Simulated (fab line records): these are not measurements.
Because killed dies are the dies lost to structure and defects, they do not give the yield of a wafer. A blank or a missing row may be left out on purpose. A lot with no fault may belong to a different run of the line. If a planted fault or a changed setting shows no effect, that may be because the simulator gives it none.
Lot-split experiment | flow sfq line | route with 325 steps; 5 lots, 23 wafers read

## THE SPLIT
At SFQ_TRILAYER_I3_VIA_LITHO_EXPOSE_086 (exposes mask I3, target cd 500 nm), the setting dose mj was moved away from the recipe's 21.3 on 8 of the 23 wafers read, by -3.7% to +6.9%. This setting was run at the recipe's value on the other wafers.

## FROM THE SPLIT TO THE READING: what the file shows between them, 2 steps
- SFQ_TRILAYER_I3_VIA_LITHO_PEB_088: peb time 60 s
- SFQ_TRILAYER_I3_VIA_LITHO_DEVELOP_087: time 60 s

## THE READING
I3.cd nm (the simulator's own value, which no gauge read), in nm, at SFQ_TRILAYER_I3_VIA_BARC_OPEN_VIA_ETCH_121 (etches BARC in O2, target depth 125 nm, time 41.7 s). The file gives no usual value for it. Across the 15 wafers here that went through the recipe, the average is 499.7 nm and the standard deviation 0.86 nm.

wafer  | tool, chamber at the split | dose mj as run | against the recipe | I3.cd nm, nm | against lot-mates on the recipe
L074.1 | krf scanner-01, 0          | 21.3           | recipe             | 498.7        | -
L074.5 | krf scanner-01, 0          | 21.3           | recipe             | 497.7        | -
L074.6 | krf scanner-01, 0          | 21.3           | recipe             | 500.5        | -
L076.1 | krf scanner-01, 0          | 21.3           | recipe             | 499.8        | -
L076.2 | krf scanner-01, 0          | 21.3           | recipe             | 500.3        | -
L076.4 | krf scanner-01, 0          | 21.3           | recipe             | 499.1        | -
L076.5 | krf scanner-01, 0          | 21.3           | recipe             | 499.9        | -
L076.6 | krf scanner-01, 0          | 21.3           | recipe             | 500.5        | -
L077.2 | krf scanner-01, 0          | 22.76          | +6.9%              | 509.8        | +10.4
L077.3 | krf scanner-01, 0          | 22.76          | +6.9%              | 511.6        | +12.2
L077.4 | krf scanner-01, 0          | 21.3           | recipe             | 500          | -
L077.5 | krf scanner-01, 0          | 21.3           | recipe             | 499.2        | -
L077.6 | krf scanner-01, 0          | 21.3           | recipe             | 498.9        | -
L081.1 | krf scanner-01, 0          | 21.3           | recipe             | 499.1        | -
L081.2 | krf scanner-01, 0          | 20.52          | -3.7%              | 494.9        | -4.6
L081.3 | krf scanner-01, 0          | 20.52          | -3.7%              | 495.9        | -3.6
L081.4 | krf scanner-01, 0          | 21.3           | recipe             | 499.9        | -
L081.5 | krf scanner-01, 0          | 20.52          | -3.7%              | 494.3        | -5.2
L083.1 | krf scanner-01, 0          | 21.3           | recipe             | 500.3        | -
L083.2 | krf scanner-01, 0          | 21.86          | +2.6%              | 506.4        | +5.6
L083.4 | krf scanner-01, 0          | 21.86          | +2.6%              | 507          | +6.2
L083.5 | krf scanner-01, 0          | 21.3           | recipe             | 501.2        | -
L083.6 | krf scanner-01, 0          | 21.86          | +2.6%              | 504          | +3.2

THE FIT
A straight line over all 23 wafers: I3.cd nm changes by +1.59 nm for each +1% of dose mj; r = +0.96; the points scatter about the line by 1.2 nm.
The same after taking each lot's own level away (the mean of its wafers on the recipe; 23 wafers): +1.55 nm for each +1%; r = +0.97; scatter 0.98 nm.
Per that fit: largest dose mj move, reading shift of 11 nm.
Measured against the standard deviation above, the lots' own levels, which go from 498.97 to 500.75 nm, span 2.1 times it.
Consequently the slope shifts little with the lot-to-lot level, the two slopes agreeing.
Check: for one of the wafers moved furthest among these (+6.9%), held out of the fit, the line's prediction against its lot-mates is +11.2 nm. Against them it came out at +10.4 nm.

## OTHER SPLITS ON THESE WAFERS
Other splits were also applied to these wafers ahead of the reading. Each is held against what the fit with the lots' levels taken away leaves over:
other split on the same wafers           | wafers away from the commonest value | r with I3.cd nm (lot level and that fit taken away)
SFQ_TRILAYER_M3_LITHO_PEB_078 peb time s | 9                                    | -0.05
SFQ_TRILAYER_I3_DEP_PECVD_081 time s     | 8                                    | -0.16

## FILE'S OWN FIT
I3.cd nm changes by +1.6 nm for each +1% of dose mj, r = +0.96.
